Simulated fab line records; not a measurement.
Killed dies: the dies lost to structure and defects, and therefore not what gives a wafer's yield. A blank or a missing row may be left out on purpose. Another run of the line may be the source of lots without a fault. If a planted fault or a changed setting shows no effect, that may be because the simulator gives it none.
Chamber matching -- flow gf180mcu -- rie-diel-04 running GF_CONTACT_ETCH_16: 4 sister chambers
The step etches BARC in N2/H2. 7 wafers are shown with their chamber, then 7 later ones without.

WAFERS, EACH WITH ITS CHAMBER
wafer,chamber,drypump-motor-current-A (A),n2-flow-sccm (sccm)
L742.3,2,5.7,99.36
L742.5,1,5.7,100.65
L748.1,0,6.4,100.15
L748.3,3,5.6,100.19
L748.6,1,5.7,99.95
L749.1,0,6.3,99.82
L749.2,3,5.6,99.79

WAFERS MISSING THEIR CHAMBER
wafer,drypump-motor-current-A (A),n2-flow-sccm (sccm)
L749.4,5.7,100.09
L750.1,5.7,99.67
L750.2,5.7,99.95
L750.4,5.6,100.39
L756.1,5.7,99.98
L756.3,6.3,99.70
L756.4,5.7,100.45

EACH ONE'S CHAMBER
wafer,from the rows above,in truth
L749.4,can't be placed: 1 or 2 or 3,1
L750.1,can't be placed: 2 or 1 or 3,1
L750.2,can't be placed: 1 or 2 or 3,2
L750.4,can't be placed: 3 or 1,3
L756.1,can't be placed: 1 or 2 or 3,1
L756.3,0,0
L756.4,1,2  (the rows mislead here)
1 of 7 placed correctly. Unplaceable from these rows: 5, with the true chamber sitting among the candidates in 5. 1 placed wrongly.
How it was worked out, from the rows above alone: a wafer's distance from a chamber is the root of the sum, over the readings, of the square of ((its reading less the chamber's mean) divided by the reading's scatter). If the next closest chamber is less than 2 further off than the closest, the wafer can't be placed; otherwise it belongs to the closest. The mean given for a chamber averages the wafers shown for that chamber. The scatter: take each reading less its chamber's mean, square it, sum over the shown wafers, divide by the number of wafers less the number of chambers, and take the root.
